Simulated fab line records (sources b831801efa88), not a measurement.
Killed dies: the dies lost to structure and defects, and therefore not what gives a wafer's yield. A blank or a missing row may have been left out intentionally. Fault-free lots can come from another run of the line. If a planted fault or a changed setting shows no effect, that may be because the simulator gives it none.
Chamber matching / flow sky130 / 4 sister chambers for SKY_VIA3_ETCH_15 on rie diel-02
The step etches SiO2 in C4F8/O2/Ar, stops on TiN, target depth 507 nm, time 78 s. 4 wafers are shown with their chamber, then 7 later ones without.

== WAFERS PAIRED WITH THEIR CHAMBERS ==
wafer=L086.1; chamber=2; oes product au (a.u.)=0.940
wafer=L086.4; chamber=1; oes product au (a.u.)=0.943
wafer=L091.2; chamber=0; oes product au (a.u.)=0.948
wafer=L091.3; chamber=3; oes product au (a.u.)=0.944

== WAFERS WHOSE CHAMBER IS MISSING ==
wafer=L091.6; oes product au (a.u.)=0.945
wafer=L092.4; oes product au (a.u.)=0.944
wafer=L092.5; oes product au (a.u.)=0.946
wafer=L092.6; oes product au (a.u.)=0.947
wafer=L095.3; oes product au (a.u.)=0.952
wafer=L095.4; oes product au (a.u.)=0.942
wafer=L095.6; oes product au (a.u.)=0.952

== WHICH CHAMBER EACH WENT THROUGH ==
wafer=L091.6; from the rows above=can't be placed: 3 or 1 or 0 or 2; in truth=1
wafer=L092.4; from the rows above=can't be placed: 3 or 1 or 0 or 2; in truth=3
wafer=L092.5; from the rows above=can't be placed: 0 or 3 or 1 or 2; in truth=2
wafer=L092.6; from the rows above=can't be placed: 0 or 3 or 1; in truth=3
wafer=L095.3; from the rows above=can't be placed: 0 or 3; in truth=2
wafer=L095.4; from the rows above=can't be placed: 1 or 2 or 3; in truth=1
wafer=L095.6; from the rows above=can't be placed: 0 or 3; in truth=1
0 of 7 placed correctly. From these rows, 7 cannot be placed; in 5 the true chamber is one of the candidates. Placed wrongly: 0.
How it was worked out, from the rows above alone: a wafer's distance from a chamber is the root of the sum, over the readings, of the square of ((its reading less the chamber's mean) divided by the reading's scatter). If the next closest chamber is less than 2 further off than the closest, the wafer can't be placed; otherwise it belongs to the closest. A chamber's mean is the mean of its shown wafers. The scatter: root of mean squared gap, hidden wafer to nearest shown wafer, with one shown wafer a chamber.
